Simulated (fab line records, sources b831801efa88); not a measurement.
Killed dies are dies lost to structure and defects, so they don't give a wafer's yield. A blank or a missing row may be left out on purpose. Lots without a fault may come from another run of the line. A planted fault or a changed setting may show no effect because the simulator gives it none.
A struck lot beside a sound one | flow gf180mcu | 15 steps out of a route of 602
Sound: wafers L478.1, L478.3, L478.4. Struck: wafers L469.3, L469.4, L469.5. The cause comes at the end.
At each step with rows: each side's tool, then ch and its chambers, then its first start. Under that, the readings that differ: sound wafers | struck wafers | difference of the means | sigmas: that difference in standard deviations of wafers without a fault.
alike: readings whose means differ by less than 2 such deviations, and words and numbers that are the same on both sides. not compared: withheld readings, readings that some wafer has no value for, bounds like >300 that may hide the same value, and numbers for which the record gives no deviation and whose values overlap.
The two part at a step that has a row with sigmas, a row that says differs or no value, or rows on one side only. Numbers that don't overlap but have no deviation are shown without sigmas and don't part them. A reading that every wafer of one side lacks parts them only if that side has two wafers or more.

GF_M1_SPUTTER_04: material TiN, target thk 50 nm, time 41.7 s.
  sound on pvd_sputter-03, day 23 06:42; struck on pvd_sputter-03, day 20 07:27
  alike: throttle_valve_pct
GF_M1_RS_MEAS_05: measures by four-point-probe.
  sound on film_metro-04, day 23 06:44; struck on film_metro-04, day 20 07:32
  alike: M1_ALCU_RS
GF_M1_THK_MEAS_06: measures by xrf.
  sound on film_metro-04, day 23 06:52; struck on film_metro-04, day 20 07:38
  alike: M1_ALCU_THK
then, 7 steps without rows for these wafers: GF_M1_DEHYDRATE_07 (time 60 s); GF_M1_HMDS_08 (prime time 60 s); GF_M1_COAT_09 (resist thk 1000 nm); GF_M1_SOFTBAKE_10 (time 60 s); GF_M1_EXPOSE_11 (exposes mask Metal1, target cd 230 nm); GF_M1_PEB_12 (peb time 90 s); GF_M1_DEVELOP_13 (develop time 60 s).
GF_M1_CD_MEAS_14: target cd 230 nm.
  sound on cd_sem-02, day 24 05:57; struck on cd_sem-02, day 21 08:35
  alike: cd_nm
GF_M1_OVL_MEAS_15:
  sound on overlay-02, day 24 06:04; struck on overlay-02, day 21 08:41
  alike: M1_OVL
GF_M1_METAL_ETCH_16: etches the open film in Cl2/BCl3, stops on SiO2, target depth 627.5 nm, time 108 s.
  sound on rie_metal-02 ch 0,1, day 24 06:07; struck on rie_metal-02 ch 0,1, day 21 08:45
  no value came back on the struck wafers for any of 5 readings (bcl3_flow_sccm (sccm), drypump_motor_current_A (A) and others); on the sound wafers bcl3_flow_sccm (sccm) reads 40.09 40.02 39.77
  reading                             | sound             | struck            | difference | sigmas
  model.KrF_of_M1_COAT_09.thk_nm (nm) | 728.8 729.4 732.7 | 991.9 989.6 988.6 | +259.7     |
  not compared: bias_w, rf_hours_counter_h
GF_M1_STRIP_17: strips in O2/N2.
  sound on plasma_asher-04 ch 0,1, day 24 06:13; struck on plasma_asher-02 ch 0,1, day 21 08:52
  reading                      | sound             | struck            | difference | sigmas
  heater_power_w (W)           | 289 284 312       | 411 364 380       | +90        | +2
  oes_product_au (a.u.)        | 0.551 0.552 0.553 | 0.662 0.656 0.661 | +0.108     | +24
  strip_time_to_endpoint_s (s) | 7.82 7.83 7.85    | 10.28 10.25 10.25 | +2.43      | +55
  alike: drypump_motor_current_A
  not compared: rf_hours_counter_h
then, 1 step without rows for these wafers: GF_M1_STRIP_18 (strips in post etch residue remover, time 1200 s).

WHERE THEY PART
First at GF_M1_METAL_ETCH_16; last, within this record, at GF_M1_STRIP_17.

WHY: what the simulator had put in
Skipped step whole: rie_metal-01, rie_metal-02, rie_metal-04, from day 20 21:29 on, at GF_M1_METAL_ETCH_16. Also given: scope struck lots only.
